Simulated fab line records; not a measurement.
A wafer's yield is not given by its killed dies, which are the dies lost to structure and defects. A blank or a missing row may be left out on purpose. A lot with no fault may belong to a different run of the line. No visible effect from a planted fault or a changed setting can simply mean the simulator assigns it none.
What tool caused it? ; flow sky130 ; 12 lots with 36 wafers sampled at 4 steps, on a route of 708 steps

== WHAT EACH GAUGE READ, for each wafer ==
SKY_POLY_GATE_OVL_MEAS_14. Usual: POLY_GATE_OVL typically reads 0 nm, with standard deviation 5.6.
lot;measured;on;POLY_GATE_OVL (nm);flag
L271;day 16 22:10;overlay-02;0 -2 -8;
L272;day 16 22:15;overlay-01;-5 4 -10;
L274;day 18 02:46;overlay-01;1 8 2;
L277;day 18 20:21;overlay-02;1 -2 -1;
L278;day 19 11:21;overlay-02;7 6 6;
L282;day 20 14:36;overlay-01;1 -1 6;
L284;day 21 05:07;overlay-01;0 6 7;
L285;day 21 18:56;overlay-01;-6 -1 -5;
L290;day 23 13:32;overlay-01;0 -8 3;
L291;day 24 00:01;overlay-01;-7 -5 -2;
L292;day 24 10:07;overlay-02;7 4 6;
L293;day 24 15:08;overlay-02;-11 -5 -4;

SKY_LDD_HVN_TW_MEAS_10. Usual: LDD_HVN_TW typically reads 1432, with standard deviation 9.9.
lot;measured;on;LDD_HVN_TW;flag
L271;day 20 18:56;film_metro-03;1448 1434 1436;
L272;day 20 19:15;film_metro-02;1436 1437 1433;
L274;day 22 02:35;film_metro-02;1437 1431 1435;
L277;day 22 18:47;film_metro-03;1444 1436 1443;
L278;day 23 10:44;film_metro-03;1446 1440 1441;
L282;day 24 13:00;film_metro-02;1426 1436 1432;
L284;day 25 01:58;film_metro-03;1397 1396 1382 1387 1399 1384;OFF
L285;day 25 15:41;film_metro-03;1387 1382 1389 1393 1386 1389;OFF
L290;day 27 08:53;film_metro-02;1441 1445 1435;
L291;day 27 19:22;film_metro-01;1420 1425 1415;
L292;day 28 03:19;film_metro-01;1416 1416 1408;
L293;day 28 10:12;film_metro-01;1410 1418 1415;

== WHAT TOOL EACH LOT RAN ON (gives the tool, then ch and the chambers of the sampled wafers, and finally the start) ==
lot;SKY_POLY_GATE_STRIP_18;SKY_LDD_HVN_IMPLANT_08
L271;plasma_asher-04 ch 0,1, day 16 22:26;implanter-02 ch 0, day 20 18:41
L272;plasma_asher-03 ch 0,1, day 16 22:31;implanter-03 ch 0, day 20 19:01
L274;plasma_asher-02 ch 0,1, day 18 03:03;implanter-03 ch 0, day 22 02:23
L277;plasma_asher-02 ch 0,1, day 18 20:37;implanter-02 ch 0, day 22 18:32
L278;plasma_asher-04 ch 0,1, day 19 11:37;implanter-01 ch 0, day 23 10:29
L282;plasma_asher-02 ch 0,1, day 20 14:54;implanter-01 ch 0, day 24 12:47
L284;plasma_asher-03 ch 0,1, day 21 05:23;implanter-03 ch 0, day 25 01:43
L285;plasma_asher-03 ch 1, day 21 19:13;implanter-03 ch 0, day 25 15:26
L290;plasma_asher-04 ch 0,1, day 23 13:49;implanter-02 ch 0, day 27 08:41
L291;plasma_asher-02 ch 0,1, day 24 00:17;implanter-01 ch 0, day 27 19:07
L292;plasma_asher-04 ch 0,1, day 24 10:23;implanter-01 ch 0, day 28 03:04
L293;plasma_asher-03 ch 0,1, day 24 15:25;implanter-01 ch 0, day 28 09:59
- SKY_POLY_GATE_STRIP_18: strips in O2/N2.
- SKY_LDD_HVN_IMPLANT_08

== AS READ BY THE TOOLS THEMSELVES (means over the sampled wafers that have a number; for cases with no such wafer, the mark the record gives instead) ==
SKY_POLY_GATE_STRIP_18. Usual: drypump_motor_current_A 6.16 A, standard deviation 0.2; oes_product_au 0.361 a.u., standard deviation 0.0045; strip_time_to_endpoint_s 3.177 s, standard deviation 0.029.
lot;tool;drypump_motor_current_A (A);oes_product_au (a.u.);strip_time_to_endpoint_s (s);flag
L271;plasma_asher-04;6.04;0.356;3.166;
L272;plasma_asher-03;6.34;0.359;3.159;
L274;plasma_asher-02;6.09;0.358;3.153;
L277;plasma_asher-02;6.03;0.360;3.210;
L278;plasma_asher-04;6.06;0.363;3.171;
L282;plasma_asher-02;6.03;0.366;3.226;
L284;plasma_asher-03;6.34;0.363;3.193;
L285;plasma_asher-03;6.08;0.363;3.152;
L290;plasma_asher-04;6.20;0.360;3.149;
L291;plasma_asher-02;6.07;0.361;3.169;
L292;plasma_asher-04;6.06;0.363;3.213;
L293;plasma_asher-03;6.32;0.361;3.180;

== THE ANSWER, worked out from the rows above alone ==
Rule: a lot counts as off when the mean over its wafers that have a number is more than 3 standard deviations away from the usual mean. A lot without any number at a reading at which 4 lots or more have one is off too. The other lots that the step has rows for count as sound. First the gauges in route order, then the tools' own readings, where a lot's mean is used as printed above. The first step at which some lot is off is used, and at that step the reading that is off furthest; a lot without a number counts as furthest.
Off: L284, L285, seen at SKY_LDD_HVN_TW_MEAS_10 (LDD_HVN_TW).
If a tool, at a process step before that reading, ran all the lots that are off and no sound lot after the first of them, it fits. The gauges at SKY_LDD_HVN_TW_MEAS_10 are tried like those tools. 2 tools fit, implanter-03 at SKY_LDD_HVN_IMPLANT_08 and film_metro-03 at SKY_LDD_HVN_TW_MEAS_10, so this cannot tell which one it is.

== WHAT WAS PUT IN BY THE SIMULATOR ==
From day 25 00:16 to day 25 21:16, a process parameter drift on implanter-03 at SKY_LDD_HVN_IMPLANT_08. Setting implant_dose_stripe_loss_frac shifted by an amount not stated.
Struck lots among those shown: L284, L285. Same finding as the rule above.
